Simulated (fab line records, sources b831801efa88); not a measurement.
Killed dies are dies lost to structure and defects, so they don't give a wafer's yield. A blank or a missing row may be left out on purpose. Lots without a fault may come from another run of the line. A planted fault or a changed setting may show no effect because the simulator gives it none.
A struck lot beside a sound one | flow sky130 | 14 steps out of a route of 708
Sound: wafers L509.4, L509.5, L509.6. Struck: wafers L519.1, L519.2, L519.4. The cause comes at the end.
At each step with rows: each side's tool, then ch and its chambers, then its first start. Under that, the readings that differ: sound wafers | struck wafers | difference of the means | sigmas: that difference in standard deviations of wafers without a fault.
alike: readings whose means differ by less than 2 such deviations, and words and numbers that are the same on both sides. not compared: withheld readings, readings that some wafer has no value for, bounds like >300 that may hide the same value, and numbers for which the record gives no deviation and whose values overlap.
The two part at a step that has a row with sigmas, a row that says differs or no value, or rows on one side only. Numbers that don't overlap but have no deviation are shown without sigmas and don't part them. A reading that every wafer of one side lacks parts them only if that side has two wafers or more.

first, 2 steps without rows for these wafers: SKY_LDD_HVN_PEB_05; SKY_LDD_HVN_DEVELOP_06 (develop time 60 s).
SKY_LDD_HVN_OVL_MEAS_07:
  sound on overlay-02, day 21 13:08; struck on overlay-02, day 25 12:17
  alike: LDD_HVN_OVL
then, 1 step without rows for these wafers: SKY_LDD_HVN_IMPLANT_08.
SKY_LDD_HVN_STRIP_09: strips in O2/N2.
  sound on plasma_asher-03 ch 0,1, day 21 13:20; struck on plasma_asher-01 ch 0,1, day 25 12:28
  alike: drypump_motor_current_A, oes_product_au, strip_time_to_endpoint_s
  not compared: rf_hours_counter_h
SKY_LDD_HVN_TW_MEAS_10:
  sound on film_metro-04, day 21 13:26; struck on film_metro-02, day 25 12:34
  alike: LDD_HVN_TW
then, 6 steps without rows for these wafers: SKY_LDD_HVP_DEHYDRATE_00 (time 60 s); SKY_LDD_HVP_HMDS_01 (prime time 60 s); SKY_LDD_HVP_COAT_02 (resist thk 300 nm); SKY_LDD_HVP_SOFTBAKE_03 (time 60 s); SKY_LDD_HVP_EXPOSE_04 (exposes mask HVPTM, target cd 700 nm); SKY_LDD_HVP_PEB_05.
SKY_LDD_HVP_DEVELOP_06: develop time 60 s.
  sound on litho_track-03 ch 0, day 22 19:03; struck on litho_track-04, day 26 17:18
  no value came back on the struck wafers for chill_plate_temp_C (C), develop_time_s (s); on the sound wafers chill_plate_temp_C (C) reads 22.93 22.99 22.92
SKY_LDD_HVP_OVL_MEAS_07:
  sound on overlay-01, day 22 19:08; struck on overlay-01, day 26 17:27
  reading          | sound         | struck | difference                    | sigmas
  LDD_HVP_OVL (nm) | -0.1 0.1 -1.0 | - - -  | no value on the struck wafers |

WHERE THEY PART
First at SKY_LDD_HVP_DEVELOP_06; last, within this record, at SKY_LDD_HVP_OVL_MEAS_07.

WHY: what the simulator had put in
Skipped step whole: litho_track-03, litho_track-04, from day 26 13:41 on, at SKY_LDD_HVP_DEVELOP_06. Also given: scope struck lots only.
